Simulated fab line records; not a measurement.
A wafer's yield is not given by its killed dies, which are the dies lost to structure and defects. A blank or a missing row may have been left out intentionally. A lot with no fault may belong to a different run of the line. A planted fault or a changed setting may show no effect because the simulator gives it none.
Which tool is to blame? + flow gf180mcu + 39 wafers from 13 lots sampled at 2 of the route's 602 steps

WHAT THE GAUGES SHOWED, per wafer
GF_V4_RS_MEAS_24: a four-point-probe measurement. Usual: for V4_W_RS the level is 0.325 ohm/sq and the standard deviation is 0.0033.
| lot  | measured     | on            | V4_W_RS (ohm/sq)  | flag |
|------|--------------|---------------|-------------------|------|
| L374 | day 25 02:30 | film_metro-01 | 0.329 0.330 0.326 |      |
| L375 | day 25 09:17 | film_metro-01 | 0.322 0.325 0.323 |      |
| L376 | day 25 16:29 | film_metro-03 | 0.328 0.333 0.321 |      |
| L377 | day 25 18:28 | film_metro-01 | 0.326 0.320 0.326 |      |
| L378 | day 26 09:41 | film_metro-04 | 0.327 0.331 0.327 |      |
| L381 | day 27 03:10 | film_metro-03 | 0.327 0.325 0.327 |      |
| L382 | day 27 07:03 | film_metro-03 | 0.322 0.325 0.326 |      |
| L386 | day 28 19:06 | film_metro-01 | 0.318 0.323 0.324 |      |
| L391 | day 30 02:10 | film_metro-01 | 0.323 0.329 0.323 |      |
| L392 | day 30 10:04 | film_metro-01 | 0.319 0.326 0.324 |      |
| L394 | day 30 21:14 | film_metro-03 | 0.322 0.324 0.324 |      |
| L395 | day 31 05:26 | film_metro-04 | 0.323 0.324 0.316 |      |
| L396 | day 31 07:49 | film_metro-04 | 0.325 0.325 0.324 |      |

WHICH TOOL RAN EACH LOT (tool, then ch and the chambers of the sampled wafers, then the start)
| lot  | GF_V4_SPUTTER_21             |
|------|------------------------------|
| L374 | pvd_sputter-02, day 25 02:16 |
| L375 | pvd_sputter-03, day 25 09:02 |
| L376 | pvd_sputter-03, day 25 16:16 |
| L377 | pvd_sputter-02, day 25 18:14 |
| L378 | pvd_sputter-03, day 26 09:28 |
| L381 | pvd_sputter-02, day 27 02:56 |
| L382 | pvd_sputter-02, day 27 06:48 |
| L386 | pvd_sputter-02, day 28 18:52 |
| L391 | pvd_sputter-01, day 30 01:55 |
| L392 | pvd_sputter-01, day 30 09:49 |
| L394 | pvd_sputter-01, day 30 21:01 |
| L395 | pvd_sputter-03, day 31 05:12 |
| L396 | pvd_sputter-01, day 31 07:35 |
- GF_V4_SPUTTER_21: material Ti, target thk 15 nm, time 80.02 s.

AS READ BY THE TOOLS THEMSELVES (means over the sampled wafers that have a number; for cases with no such wafer, the mark the record gives instead)
GF_V4_SPUTTER_21. Usual: chamber_pressure_pa 5.000 Pa, standard deviation 0.01; throttle_valve_pct 30.2 %, standard deviation 0.76.
| lot  | tool           | chamber_pressure_pa (Pa) | throttle_valve_pct (%) | flag |
|------|----------------|--------------------------|------------------------|------|
| L374 | pvd_sputter-02 | 5.000                    | 30.5                   |      |
| L375 | pvd_sputter-03 | 5.000                    | 29.2                   |      |
| L376 | pvd_sputter-03 | 4.997                    | 30.3                   |      |
| L377 | pvd_sputter-02 | 5.013                    | 29.9                   |      |
| L378 | pvd_sputter-03 | 5.000                    | 30.0                   |      |
| L381 | pvd_sputter-02 | 5.004                    | 30.3                   |      |
| L382 | pvd_sputter-02 | 4.321                    | 33.5                   | OFF  |
| L386 | pvd_sputter-02 | 4.324                    | 32.4                   | OFF  |
| L391 | pvd_sputter-01 | 5.004                    | 30.1                   |      |
| L392 | pvd_sputter-01 | 4.999                    | 29.6                   |      |
| L394 | pvd_sputter-01 | 5.002                    | 29.8                   |      |
| L395 | pvd_sputter-03 | 5.004                    | 30.2                   |      |
| L396 | pvd_sputter-01 | 4.990                    | 29.7                   |      |

THE ANSWER, worked out from the rows above alone
Rule: a lot counts as off when the mean over its wafers that have a number is more than 3 standard deviations away from the usual mean. Also off: a lot with no number at a reading for which 4 or more lots have one. Any other lot the step has rows for is counted as sound. After the gauges, taken in route order, come the tools' own readings; for these a lot's mean is taken, as printed above. The first step at which some lot is off is used, and at that step the reading that is off furthest; a lot without a number counts as furthest.
Off: L382, L386, at GF_V4_SPUTTER_21 (chamber_pressure_pa).
If a tool, at that step or one of the process steps before it, ran each lot that is off and ran no sound lot following the first of them, it fits. One candidate fits, namely pvd_sputter-02 at GF_V4_SPUTTER_21. A fault onset in the window from L381 (day 27 02:56, its last sound lot) to L382 (day 27 06:48, its first lot off) fits.
The tool's own readings at GF_V4_SPUTTER_21 bear it out: on the lots that are off they differ by more than 5 times the standard deviation of the sound lots' means. chamber_pressure_pa reads 4.322 Pa there against 5.001 Pa on the sound lots; throttle_valve_pct reads 33.0 % there against 30.0 % on the sound lots.

WHAT WAS PUT IN BY THE SIMULATOR
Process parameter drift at GF_V4_SPUTTER_21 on pvd_sputter-02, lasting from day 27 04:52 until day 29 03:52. The setting chamber_pressure_pa was moved by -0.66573, starting from 5. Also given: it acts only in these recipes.
Lots struck among those shown: L382, L386. The rule above found the same.
